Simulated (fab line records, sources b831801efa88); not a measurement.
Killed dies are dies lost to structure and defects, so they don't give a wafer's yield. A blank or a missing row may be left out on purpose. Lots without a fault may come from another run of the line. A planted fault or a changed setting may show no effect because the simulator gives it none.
Chamber matching | flow sky130 | SKY_VIA4_HDPCVD_00 on hdpcvd-01: 3 sister chambers
The step deposits SiO2, target thk 1750 nm, time 291.7 s. 3 wafers are shown with their chamber, then 8 later ones without.

WAFERS WITH THEIR CHAMBER
wafer  | chamber | sih4_flow_sccm (sccm)
L299.6 | 2       | 60.04
L301.1 | 0       | 60.08
L301.2 | 1       | 59.89

WAFERS WITHOUT THEIR CHAMBER
wafer  | sih4_flow_sccm (sccm)
L301.5 | 60.00
L307.2 | 59.87
L307.4 | 59.93
L307.6 | 60.20
L311.1 | 60.09
L311.6 | 60.24
L312.1 | 60.14
L312.3 | 59.92

WHICH CHAMBER EACH WENT THROUGH
wafer  | from the rows above          | in truth
L301.5 | can't be placed: 2 or 0 or 1 | 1
L307.2 | can't be placed: 1 or 2      | 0
L307.4 | can't be placed: 1 or 2 or 0 | 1
L307.6 | can't be placed: 0 or 2      | 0
L311.1 | can't be placed: 0 or 2      | 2
L311.6 | can't be placed: 0 or 2      | 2
L312.1 | can't be placed: 0 or 2      | 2
L312.3 | can't be placed: 1 or 2 or 0 | 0
Placed correctly: 0 of 8. Can't be placed from these rows: 8 (the true chamber is among the candidates in 7). Placed wrongly: 0.
How it was worked out, from the rows above alone: a wafer's distance from a chamber is the root of the sum, over the readings, of the square of ((its reading less the chamber's mean) divided by the reading's scatter). The wafer belongs to the nearest chamber; if the next one is less than 2 further off, it can't be placed. A chamber's mean is the mean of its shown wafers. The scatter: with one shown wafer a chamber, the root of the mean of the squares of how far each hidden wafer lies from its nearest shown one.
